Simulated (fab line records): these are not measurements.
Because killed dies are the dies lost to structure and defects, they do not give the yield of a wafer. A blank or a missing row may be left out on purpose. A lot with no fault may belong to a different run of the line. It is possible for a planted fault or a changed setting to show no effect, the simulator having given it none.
The tool behind it: which one? -- flow sky130 -- 72 wafers from 24 lots sampled at 5 of the route's 708 steps

## WHAT THE GAUGES READ, wafer by wafer
SKY_METAL3_OVL_MEAS_14.
lot,measured,on,METAL3_OVL (nm)
L074,day 38 12:01,overlay-02,8 10 12
L077,day 39 01:11,overlay-01,-10 -4 -6
L075,day 39 02:44,overlay-02,1 -2 0
L076,day 39 07:16,overlay-02,4 -2 -9
L078,day 39 11:45,overlay-02,-3 6 -1
L079,day 39 14:29,overlay-02,3 4 2
L080,day 40 06:19,overlay-02,-8 5 2
L081,day 40 19:30,overlay-01,5 -3 4
L082,day 40 22:31,overlay-01,0 2 -1
L083,day 41 04:38,overlay-02,5 12 16
L084,day 41 15:56,overlay-01,5 8 1
L085,day 42 08:06,overlay-02,-1 0 -4
L086,day 42 13:20,overlay-02,5 8 8
L087,day 42 14:04,overlay-02,-3 -3 0
L088,day 42 17:59,overlay-02,3 1 11
L089,day 42 22:07,overlay-01,2 4 8
L090,day 43 06:52,overlay-01,-3 1 3
L091,day 43 10:07,overlay-01,6 0 3
L092,day 43 15:32,overlay-02,3 1 4
L093,day 43 21:50,overlay-02,1 -5 -4
L094,day 44 13:04,overlay-01,-2 -4 0
L095,day 44 14:02,overlay-01,0 5 -2
L096,day 44 19:53,overlay-01,4 11 4
L097,day 45 06:34,overlay-02,-3 -4 -2

SKY_VIA3_CD_MEAS_12: the cd target is 200 nm.
lot,measured,on,cdNm (nm)
L074,day 39 16:02,cdSem-01,199.7 199.9 200.2
L077,day 40 04:16,cdSem-02,200.0 198.4 199.1
L075,day 40 05:15,cdSem-01,201.6 201.9 199.5
L076,day 40 10:34,cdSem-01,201.8 201.3 200.6
L078,day 40 14:56,cdSem-02,196.7 196.3 196.8
L079,day 40 23:20,cdSem-02,201.3 200.9 199.9
L080,day 41 07:47,cdSem-01,201.5 200.0 200.1
L081,day 41 20:31,cdSem-02,201.3 200.5 199.6
L082,day 41 23:44,cdSem-02,199.1 197.4 197.0
L083,day 42 05:47,cdSem-02,198.6 198.9 196.4
L084,day 42 17:28,cdSem-02,199.3 198.5 200.3
L085,day 43 08:53,cdSem-01,200.5 201.5 200.3
L086,day 43 13:41,cdSem-02,201.6 202.3 201.6
L087,day 43 14:25,cdSem-01,201.0 202.4 202.2
L088,day 43 19:19,cdSem-02,198.8 198.8 198.2
L089,day 43 22:40,cdSem-02,200.8 201.0 200.6
L090,day 44 06:47,cdSem-01,199.6 201.3 200.6
L091,day 44 10:07,cdSem-01,197.4 197.8 198.6
L092,day 44 15:03,cdSem-02,201.2 200.3 200.5
L093,day 44 20:29,cdSem-01,199.6 199.3 200.6
L094,day 45 11:42,cdSem-01,202.5 201.9 201.7
L095,day 45 12:58,cdSem-01,200.4 199.8 199.4
L096,day 45 18:41,cdSem-02,199.6 200.2 201.6
L097,day 46 04:40,cdSem-01,200.2 199.3 198.5

## WHICH TOOL RAN EACH LOT (tool, then ch and the chambers of the sampled wafers, then the start)
lot,SKY_VIA1_STRIP_16,SKY_METAL2_STRIP_20,SKY_METAL3_ETCH_17
L074,"plasmaAsher-04 ch 0,1, day 33 18:42","plasmaAsher-02 ch 0,1, day 34 23:56","rieDiel-04 ch 0,1,2, day 38 12:11"
L077,"plasmaAsher-01 ch 0,1, day 34 08:04","plasmaAsher-03 ch 0, day 35 13:08","rieDiel-01 ch 2,3, day 39 01:22"
L075,"plasmaAsher-03 ch 0,1, day 34 10:50","plasmaAsher-03 ch 0,1, day 35 15:28","rieDiel-04 ch 0,2,3, day 39 02:53"
L076,"plasmaAsher-04 ch 0,1, day 34 14:27","plasmaAsher-01 ch 0,1, day 35 18:52","rieDiel-01 ch 0,1,3, day 39 07:26"
L078,"plasmaAsher-03 ch 0,1, day 34 19:27","plasmaAsher-03 ch 0,1, day 36 00:15","rieDiel-04 ch 2,3, day 39 11:55"
L079,"plasmaAsher-01 ch 0,1, day 34 22:33","plasmaAsher-01 ch 0,1, day 36 03:14","rieDiel-01 ch 0,2,3, day 39 14:38"
L080,"plasmaAsher-01 ch 0,1, day 35 15:53","plasmaAsher-03 ch 0,1, day 36 21:10","rieDiel-01 ch 0,2,3, day 40 06:42"
L081,"plasmaAsher-01 ch 0,1, day 36 06:28","plasmaAsher-03 ch 0,1, day 37 11:07","rieDiel-04 ch 1,2,3, day 40 19:40"
L082,"plasmaAsher-01 ch 0,1, day 36 08:27","plasmaAsher-03 ch 0,1, day 37 13:17","rieDiel-03 ch 0,1, day 40 22:41"
L083,"plasmaAsher-01 ch 0,1, day 36 15:21","plasmaAsher-03 ch 0,1, day 37 20:41","rieDiel-03 ch 0,1,2, day 41 04:47"
L084,"plasmaAsher-04 ch 0,1, day 37 03:16","plasmaAsher-02 ch 0,1, day 38 08:35","rieDiel-03 ch 1,3, day 41 16:13"
L085,"plasmaAsher-04 ch 0,1, day 38 00:44","plasmaAsher-02 ch 0,1, day 39 04:46","rieDiel-01 ch 0,1,2, day 42 08:16"
L086,"plasmaAsher-01 ch 0,1, day 38 05:04","plasmaAsher-03 ch 0,1, day 39 09:26","rieDiel-01 ch 1,2,3, day 42 13:29"
L087,"plasmaAsher-01 ch 0,1, day 38 05:44","plasmaAsher-03 ch 0,1, day 39 09:50","rieDiel-04 ch 0,1,2, day 42 14:14"
L088,"plasmaAsher-01 ch 0,1, day 38 10:24","plasmaAsher-01 ch 0,1, day 39 14:23","rieDiel-04 ch 0,2,3, day 42 18:08"
L089,"plasmaAsher-03 ch 0, day 38 15:48","plasmaAsher-03 ch 0,1, day 39 19:35","rieDiel-04 ch 1,2, day 42 22:17"
L090,"plasmaAsher-03 ch 0,1, day 39 03:33","plasmaAsher-03 ch 0,1, day 40 06:07","rieDiel-03 ch 0,3, day 43 07:02"
L091,"plasmaAsher-03 ch 0,1, day 39 06:23","plasmaAsher-02 ch 0,1, day 40 09:32","rieDiel-04 ch 0,3, day 43 10:17"
L092,"plasmaAsher-04 ch 0,1, day 39 09:59","plasmaAsher-01 ch 1, day 40 13:11","rieDiel-01 ch 1,2, day 43 15:43"
L093,"plasmaAsher-04 ch 0,1, day 39 18:05","plasmaAsher-02 ch 0, day 40 20:04","rieDiel-03 ch 1,3, day 43 21:59"
L094,"plasmaAsher-01 ch 0,1, day 40 10:56","plasmaAsher-03 ch 0,1, day 41 12:23","rieDiel-04 ch 0,1,2, day 44 13:14"
L095,"plasmaAsher-03 ch 0,1, day 40 11:54","plasmaAsher-02 ch 0,1, day 41 13:27","rieDiel-03 ch 0,1,3, day 44 14:11"
L096,"plasmaAsher-04 ch 0,1, day 40 18:26","plasmaAsher-01 ch 0,1, day 41 19:56","rieDiel-04 ch 0,2, day 44 20:05"
L097,"plasmaAsher-04 ch 0,1, day 41 06:15","plasmaAsher-03 ch 0,1, day 42 07:35","rieDiel-04 ch 0,2, day 45 06:44"
- SKY_VIA1_STRIP_16: strips in O2/N2.
- SKY_METAL2_STRIP_20: strips in O2/N2.
- SKY_METAL3_ETCH_17: etches SiO2 in C4F8/O2/Ar, stops on TiN, time 3.9 s, target depth 15 nm.

## AS READ BY THE TOOLS THEMSELVES (means over the sampled wafers that have a number; for cases with no such wafer, the mark the record gives instead)
SKY_VIA1_STRIP_16.
lot,tool,drypumpMotorCurrentA (A),oesProductAu (a.u.),stripTimeToEndpointS (s)
L074,plasmaAsher-04,6.0,0.413,4.480
L077,plasmaAsher-01,5.3,0.411,4.465
L075,plasmaAsher-03,5.5,0.412,4.460
L076,plasmaAsher-04,6.0,0.414,4.458
L078,plasmaAsher-03,5.6,0.415,4.470
L079,plasmaAsher-01,5.3,0.415,4.448
L080,plasmaAsher-01,5.7,0.411,4.435
L081,plasmaAsher-01,5.3,0.413,4.448
L082,plasmaAsher-01,5.7,0.412,4.457
L083,plasmaAsher-01,5.7,0.417,4.451
L084,plasmaAsher-04,5.9,0.420,4.454
L085,plasmaAsher-04,5.9,0.420,4.461
L086,plasmaAsher-01,5.3,0.411,4.446
L087,plasmaAsher-01,5.7,0.419,4.461
L088,plasmaAsher-01,5.3,0.413,4.457
L089,plasmaAsher-03,5.4,0.412,4.454
L090,plasmaAsher-03,5.6,0.417,4.443
L091,plasmaAsher-03,5.7,0.415,4.486
L092,plasmaAsher-04,5.9,0.413,4.416
L093,plasmaAsher-04,6.0,0.415,4.457
L094,plasmaAsher-01,5.7,0.417,4.471
L095,plasmaAsher-03,5.5,0.412,4.437
L096,plasmaAsher-04,5.9,0.412,4.465
L097,plasmaAsher-04,6.0,0.418,4.456

SKY_METAL2_STRIP_20.
lot,tool,drypumpMotorCurrentA (A),oesProductAu (a.u.),stripTimeToEndpointS (s)
L074,plasmaAsher-02,5.4,0.342,2.71
L077,plasmaAsher-03,5.4,0.346,2.78
L075,plasmaAsher-03,5.5,0.343,2.73
L076,plasmaAsher-01,5.8,0.344,2.71
L078,plasmaAsher-03,5.5,0.346,2.73
L079,plasmaAsher-01,5.7,0.343,2.64
L080,plasmaAsher-03,5.6,0.344,2.69
L081,plasmaAsher-03,5.7,0.344,2.72
L082,plasmaAsher-03,5.4,0.340,2.72
L083,plasmaAsher-03,5.5,0.343,2.70
L084,plasmaAsher-02,5.3,0.340,2.75
L085,plasmaAsher-02,5.3,0.340,2.64
L086,plasmaAsher-03,5.5,0.347,2.71
L087,plasmaAsher-03,5.6,0.342,2.70
L088,plasmaAsher-01,5.7,0.349,2.82
L089,plasmaAsher-03,5.6,0.346,2.74
L090,plasmaAsher-03,5.5,0.341,2.66
L091,plasmaAsher-02,5.4,0.346,2.72
L092,plasmaAsher-01,6.2,0.344,2.64
L093,plasmaAsher-02,5.3,0.345,2.75
L094,plasmaAsher-03,5.6,0.341,2.65
L095,plasmaAsher-02,5.4,0.343,2.76
L096,plasmaAsher-01,5.3,0.343,2.68
L097,plasmaAsher-03,5.6,0.344,2.70

SKY_METAL3_ETCH_17.
lot,tool,oesProductAu (a.u.)
L074,rieDiel-04,0.760
L077,rieDiel-01,0.749
L075,rieDiel-04,0.760
L076,rieDiel-01,0.744
L078,rieDiel-04,0.760
L079,rieDiel-01,0.746
L080,rieDiel-01,0.747
L081,rieDiel-04,0.743
L082,rieDiel-03,0.747
L083,rieDiel-03,0.755
L084,rieDiel-03,0.757
L085,rieDiel-01,0.752
L086,rieDiel-01,0.762
L087,rieDiel-04,0.760
L088,rieDiel-04,0.752
L089,rieDiel-04,0.754
L090,rieDiel-03,0.748
L091,rieDiel-04,0.758
L092,rieDiel-01,0.758
L093,rieDiel-03,0.746
L094,rieDiel-04,0.764
L095,rieDiel-03,0.755
L096,rieDiel-04,0.751
L097,rieDiel-04,0.761

## THE ANSWER, worked out from the rows above alone
Rule: the usual values come from the lots themselves. The widest of any qualifying gaps counts: lots, ordered by their means at a reading, are off when they make up no more than a third of the lots, leave a main group of 4 or more, and stand apart from it by 3 or more times the standard deviation of that group's means. Not used: any main group whose means are identical at the precision the tables above print for the reading. A lot without any number at a reading at which 4 lots or more have one is off too. Where the step has rows for the other lots, those lots are counted as sound. Order of review: gauges by route order, followed by the tools' own readings, for which a lot's mean as printed above is used. The first step at which some lot is off is used, and at that step the reading that is off furthest; a lot without a number counts as furthest.
Nothing can be told from this: no lot is off at any reading shown.

## WHAT THE SIMULATOR HAD INSERTED
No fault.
